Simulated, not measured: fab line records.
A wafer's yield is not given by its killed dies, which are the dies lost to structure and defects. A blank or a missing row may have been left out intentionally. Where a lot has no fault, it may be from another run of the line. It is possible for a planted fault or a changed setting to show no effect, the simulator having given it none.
A struck lot beside a sound one -- flow sky130 -- 14 steps out of a route of 708
Sound: the wafers L857.1, L857.2, L857.6. Wafers struck: L855.3, L855.5, L855.6. The cause comes at the end.
For every step that has rows: the tool of each side, followed by ch and its chambers, followed by its first start. Under that, the readings that differ: sound wafers -- struck wafers -- difference of the means -- sigmas: that difference in standard deviations of wafers without a fault.
alike: readings with means less than 2 such deviations apart, plus words and numbers identical on both sides. not compared: withheld readings, readings lacking a value on some wafer, bounds such as >300 that could conceal the same value, and numbers that have no deviation in the record and whose values overlap.
A row with sigmas, a row that says differs or no value, or rows on one side alone: a step with any of these is where the two part. Non-overlapping numbers with no deviation appear without sigmas and do not part them. Lack of a reading on every wafer of one side parts them only where that side has two or more wafers.

SKY_RES_PROTECT_STRIP_07: strips in O2/N2.
  sound on plasma-asher-03 ch 0,1, day 20 01:02; struck on plasma-asher-02 ch 0,1, day 19 10:16
  alike: drypump-motor-current-A, oes-product-au, strip-time-to-endpoint-s
  not compared: rf-hours-counter-h
SKY_RES_PROTECT_TW_MEAS_08:
  struck on film-metro-04, day 19 10:22; sound on film-metro-02, day 20 01:08
reading,sound,struck,difference,sigmas
POLY_GATE_TW,3990 4000 3983,4043 4066 4058,+65,+2
then, 2 steps without rows for these wafers: SKY_RES_PROTECT_CLEAN_09 (cleans in SC1/SC2, time 150 s); SKY_POLY_GATE_CVD_03 (deposits Si3N4 from DCS/NH3, target thk 75 nm, time 1290 s).
SKY_POLY_GATE_THK_MEAS_04:
  struck on film-metro-04, day 19 11:50; sound on film-metro-03, day 20 02:40
  alike: POLY_GATE_CVD_03_THK
then, 7 steps without rows for these wafers: SKY_POLY_GATE_DEHYDRATE_05 (time 60 s); SKY_POLY_GATE_HMDS_06 (prime time 60 s); SKY_POLY_GATE_COAT_07 (resist thk 110 nm); SKY_POLY_GATE_COAT_08 (resist thk 450 nm); SKY_POLY_GATE_SOFTBAKE_09 (time 90 s); SKY_POLY_GATE_EXPOSE_10 (exposes mask P1M, target cd 150 nm); SKY_POLY_GATE_PEB_11.
SKY_POLY_GATE_DEVELOP_12: develop time 60 s.
  sound on litho-track-04 ch 0, day 21 09:00; struck on litho-track-04, day 20 19:00
  no value came back on the struck wafers for chill-plate-temp-C (C), develop-time-s (s); on the sound wafers chill-plate-temp-C (C) reads 23.13 23.12 23.08
reading,sound,struck,difference,sigmas
model.KrF-thick_of_POLY_GATE_COAT_08.thk-nm (nm),434.8 435 436.8,452.8 452.2 451.1,+16.5,
SKY_POLY_GATE_CD_MEAS_13: the cd target is 150 nm.
  struck on cd-sem-01, day 20 19:50; sound on cd-sem-01, day 21 09:23
reading,sound,struck,difference,sigmas
cd-nm (nm),150.2 149.8 150.5,- - -,no value on the struck wafers,

## WHERE THEY PART
At SKY_RES_PROTECT_TW_MEAS_08 first; at SKY_POLY_GATE_CD_MEAS_13 last (within this record only).

WHY: the cause the simulator had injected
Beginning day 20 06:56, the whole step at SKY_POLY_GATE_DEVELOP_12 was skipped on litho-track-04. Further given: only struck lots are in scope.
